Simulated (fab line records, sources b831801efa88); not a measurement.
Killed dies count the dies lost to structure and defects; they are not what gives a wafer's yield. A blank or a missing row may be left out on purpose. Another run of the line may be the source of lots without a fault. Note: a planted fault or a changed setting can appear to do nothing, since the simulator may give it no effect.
The tool behind it: which one? || flow sky130 || 6 lots with 18 wafers sampled at 4 steps, on a route of 708 steps

== WHAT THE GAUGES SHOWED, per wafer ==
SKY_RES_XHIGH_TW_MEAS_09.
{"lot": "L530", "measured": "day 27 01:41", "on": "film-metro-01", "RES_XHIGH_TW": "1640 1639 1636"}
{"lot": "L533", "measured": "day 29 08:12", "on": "film-metro-04", "RES_XHIGH_TW": "1664 1667 1667"}
{"lot": "L534", "measured": "day 29 15:08", "on": "film-metro-04", "RES_XHIGH_TW": "1669 1665 1673"}
{"lot": "L537", "measured": "day 30 09:26", "on": "film-metro-02", "RES_XHIGH_TW": "1657 1664 1664"}
{"lot": "L543", "measured": "day 31 22:28", "on": "film-metro-01", "RES_XHIGH_TW": "1650 1650 1641"}
{"lot": "L550", "measured": "day 33 23:20", "on": "film-metro-02", "RES_XHIGH_TW": "1649 1651 1655"}

== WHAT TOOL EACH LOT RAN ON (gives the tool, then ch and the chambers of the sampled wafers, and finally the start) ==
{"lot": "L530", "SKY_SPACER_ETCHBACK_02": "rie-diel-01 ch 3, day 23 07:25", "SKY_SD_P_STRIP_10": "plasma-asher-01 ch 0,1, day 25 19:38", "SKY_RES_XHIGH_STRIP_08": "plasma-asher-03 ch 0,1, day 27 01:34"}
{"lot": "L533", "SKY_SPACER_ETCHBACK_02": "rie-diel-03 ch 0,2,3, day 25 17:41", "SKY_SD_P_STRIP_10": "plasma-asher-01 ch 0,1, day 28 03:57", "SKY_RES_XHIGH_STRIP_08": "plasma-asher-01 ch 0,1, day 29 08:05"}
{"lot": "L534", "SKY_SPACER_ETCHBACK_02": "rie-diel-02 ch 0,1,2, day 26 00:20", "SKY_SD_P_STRIP_10": "plasma-asher-01 ch 0,1, day 28 10:11", "SKY_RES_XHIGH_STRIP_08": "plasma-asher-03 ch 0,1, day 29 15:02"}
{"lot": "L537", "SKY_SPACER_ETCHBACK_02": "rie-diel-01 ch 0,2,3, day 26 19:04", "SKY_SD_P_STRIP_10": "plasma-asher-04 ch 0,1, day 29 05:28", "SKY_RES_XHIGH_STRIP_08": "plasma-asher-01 ch 0,1, day 30 09:21"}
{"lot": "L543", "SKY_SPACER_ETCHBACK_02": "rie-diel-03 ch 0,2,3, day 28 09:42", "SKY_SD_P_STRIP_10": "plasma-asher-02 ch 0,1, day 30 18:32", "SKY_RES_XHIGH_STRIP_08": "plasma-asher-02 ch 0,1, day 31 22:22"}
{"lot": "L550", "SKY_SPACER_ETCHBACK_02": "rie-diel-02 ch 0,2, day 30 12:05", "SKY_SD_P_STRIP_10": "plasma-asher-01 ch 0,1, day 32 20:16", "SKY_RES_XHIGH_STRIP_08": "plasma-asher-01 ch 0, day 33 23:14"}
- SKY_SPACER_ETCHBACK_02: etches Si3N4 in CH3F/O2, stops on SiO2, time 46.7 s, target depth 45 nm.
- SKY_SD_P_STRIP_10: strips in O2/N2.
- SKY_RES_XHIGH_STRIP_08: strips in O2/N2.

== THE ANSWER, worked out from the rows above alone ==
Rule: the usual values come from the lots themselves. Put in order of their means at a reading, lots are off if they are a third of the lots or fewer, leave a main group of 4 or more, and stand apart from it by a gap of 3 or more times the standard deviation of the main group's means; of several such gaps the widest counts. The tables above print the reading to a certain number of digits; a main group whose means all agree to those digits is not used. A lot without any number at a reading at which 4 lots or more have one is off too. The other lots that the step has rows for count as sound.
Nothing can be told from this: no lot is off at any reading shown.

== WHAT THE SIMULATOR HAD INSERTED ==
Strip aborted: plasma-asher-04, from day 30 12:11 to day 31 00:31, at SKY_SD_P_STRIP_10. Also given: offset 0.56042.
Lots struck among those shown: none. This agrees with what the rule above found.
